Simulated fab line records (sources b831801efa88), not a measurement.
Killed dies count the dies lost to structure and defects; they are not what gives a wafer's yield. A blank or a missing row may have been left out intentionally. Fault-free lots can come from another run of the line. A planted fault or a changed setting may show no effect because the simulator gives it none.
Comparing a struck lot with a sound one -- flow gf180mcu -- 23 steps out of a route of 602
Sound: these wafers, L943.3, L943.4, L943.6. Struck: wafer L953.1 (left out: L953.2, L953.4 of the same lot, which were not struck); the cause appears at the end.
Order at every step that has rows: each side's tool, ch and its chambers, its first start. Under that, the readings that differ: sound wafers -- struck wafers -- difference of the means -- sigmas: that difference in standard deviations of wafers without a fault.
alike: readings with means less than 2 such deviations apart, plus words and numbers identical on both sides. not compared: withheld readings, readings lacking a value on some wafer, bounds such as >300 that could conceal the same value, and numbers that have no deviation in the record and whose values overlap.
A row with sigmas, a row that says differs or no value, or rows on one side alone: a step with any of these is where the two part. Numbers that have no deviation but don't overlap get no sigmas and don't part them. A reading missing from all wafers of one side parts the sides only when that side holds two or more wafers.

GF_V3_RS_MEAS_24: the measuring method here is four-point-probe.
  struck on film metro-02, day 26 12:37; sound on film metro-02, day 23 02:34
  alike: V3_W_RS
GF_V3_THK_MEAS_25: measures by xrf.
  struck on film metro-02, day 26 12:44; sound on film metro-02, day 23 02:40
  alike: V3_W_THK
GF_V3_CMP_26: polishes, stops on SiO2, t overpolish 15 s, target thk 0 nm.
  sound on cmp-01 ch 0,1, day 23 02:43; struck on cmp-01 ch 2, day 26 13:04
reading,sound,struck,difference,sigmas
overpolish run s (s),15.012 15.004 15.005,14.990,-0.017,-2
  alike: motor current A, platen rpm, retaining ring pressure frac, time to endpoint s
GF_M4_SPUTTER_00: material Ti, target thk 37.5 nm, time 150 s.
  struck on pvd sputter-02, day 26 13:22; sound on pvd sputter-02, day 23 03:01
  alike: substrate temp c, throttle valve pct
then, 1 step without rows for these wafers: GF_M4_SPUTTER_01 (material TiN, target thk 30 nm, time 25 s).
GF_M4_SPUTTER_02: material AlCu, target thk 450 nm, time 23.9 s.
  struck on pvd sputter-02, day 26 13:29; sound on pvd sputter-02, day 23 03:08
  alike: throttle valve pct
GF_M4_SPUTTER_03: material Ti, target thk 10 nm, time 6.7 s.
  struck on pvd sputter-02, day 26 13:31; sound on pvd sputter-02, day 23 03:10
  alike: substrate temp c, throttle valve pct
GF_M4_SPUTTER_04: material TiN, target thk 50 nm, time 41.7 s.
  struck on pvd sputter-02, day 26 13:32; sound on pvd sputter-02, day 23 03:11
  alike: throttle valve pct
GF_M4_RS_MEAS_05: the measuring method here is four-point-probe.
  struck on film metro-02, day 26 13:35; sound on film metro-02, day 23 03:16
  alike: M4_ALCU_RS
GF_M4_THK_MEAS_06: measures by xrf.
  struck on film metro-02, day 26 13:42; sound on film metro-02, day 23 03:22
  alike: M4_ALCU_THK
then, 2 steps without rows for these wafers: GF_M4_DEHYDRATE_07 (time 60 s); GF_M4_HMDS_08 (prime time 60 s).
GF_M4_COAT_09: resist thk 1000 nm.
  sound on litho track-01 ch 0, day 23 14:14; struck on litho track-03 ch 0, day 26 23:54
reading,sound,struck,difference,sigmas
model.KrF_of_M4_COAT_09.thk nm (nm),1004 1006 1001,957,-47,
  alike: exhaust pa
then, 4 steps without rows for these wafers: GF_M4_SOFTBAKE_10 (time 60 s); GF_M4_EXPOSE_11 (exposes mask Metal4, target cd 280 nm); GF_M4_PEB_12 (peb time 90 s); GF_M4_DEVELOP_13 (develop time 60 s).
GF_M4_CD_MEAS_14: target cd 280 nm.
  struck on cd sem-01, day 27 09:44; sound on cd sem-01, day 24 02:01
  alike: cd nm
GF_M4_OVL_MEAS_15:
  struck on overlay-02, day 27 09:51; sound on overlay-02, day 24 02:07
  alike: M4_OVL
GF_M4_METAL_ETCH_16: etches the open film in Cl2/BCl3, stops on SiO2, target depth 627.5 nm, time 104.6 s.
  sound on rie metal-02 ch 0,1, day 24 02:10; struck on rie metal-04 ch 0, day 27 09:53
reading,sound,struck,difference,sigmas
rf hours counter h (h),- - -,12,no value on the sound wafers,
model.KrF_of_M4_COAT_09.thk nm (nm),740.1 742.7 737.7,686.4,-53.8,
  alike: drypump motor current A, oes product au, throttle valve pct
GF_M4_STRIP_17: strips in O2/N2.
  sound on plasma asher-02 ch 0,1, day 24 02:17; struck on plasma asher-02 ch 0, day 27 10:02
reading,sound,struck,difference,sigmas
heater power w (W),330 360 364,321,-30,-2
oes product au (a.u.),0.558 0.554 0.565,0.542,-0.017,-4
rf hours counter h (h),- - -,48,no value on the sound wafers,
strip time to endpoint s (s),7.92 7.94 7.87,7.40,-0.51,-11
  alike: drypump motor current A
then, 2 steps without rows for these wafers: GF_M4_STRIP_18 (strips in post etch residue remover, time 1200 s); GF_PASSIVATION_PROBE_99.

== WHERE THEY PART ==
Last at GF_M4_STRIP_17 as far as this record goes, first at GF_V3_CMP_26.

WHY: what the simulator had put in
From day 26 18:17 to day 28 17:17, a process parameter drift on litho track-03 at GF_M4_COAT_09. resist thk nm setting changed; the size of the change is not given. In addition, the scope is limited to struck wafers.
